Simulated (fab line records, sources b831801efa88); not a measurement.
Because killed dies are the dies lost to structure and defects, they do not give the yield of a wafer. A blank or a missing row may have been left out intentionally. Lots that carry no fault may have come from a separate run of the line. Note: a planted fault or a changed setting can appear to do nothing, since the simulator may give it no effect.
Which tool did it?	flow sky130	7 lots (21 wafers sampled), 1 step of a 708-step route

## WHAT EACH GAUGE READ, for each wafer
SKY_GATE_OXIDE_THK_MEAS_02.
lot	measured	on	GATE_OXIDE_OXIDATION_00_THK (nm)
L262	day 13 20:02	film metro-04	10.12 10.30 10.49
L264	day 14 10:57	film metro-04	10.08 10.23 9.92
L272	day 17 05:07	film metro-04	10.12 10.18 10.18
L276	day 18 22:26	film metro-02	10.21 10.25 10.26
L277	day 19 07:21	film metro-02	10.30 10.45 10.37
L280	day 20 05:16	film metro-03	10.52 10.35 10.48
L282	day 20 17:32	film metro-03	10.23 10.12 10.06

## EACH LOT AND THE TOOL THAT RAN IT (in order: tool; ch and the chambers of the sampled wafers; start)
There is no process step in the record ahead of these readings.

## THE ANSWER, worked out from the rows above alone
Rule: the lots themselves supply what counts as usual. Put in order of their means at a reading, lots are off if they are a third of the lots or fewer, leave a main group of 4 or more, and stand apart from it by a gap of 3 or more times the standard deviation of the main group's means; of several such gaps the widest counts. If all means in a main group match to the digits the tables above print for the reading, that group is not used. Also off: a lot with no number at a reading for which 4 or more lots have one. Any other lot the step has rows for is counted as sound.
None of the lots is off at any reading shown; this tells nothing.

## WHAT HAD BEEN PUT IN BY THE SIMULATOR
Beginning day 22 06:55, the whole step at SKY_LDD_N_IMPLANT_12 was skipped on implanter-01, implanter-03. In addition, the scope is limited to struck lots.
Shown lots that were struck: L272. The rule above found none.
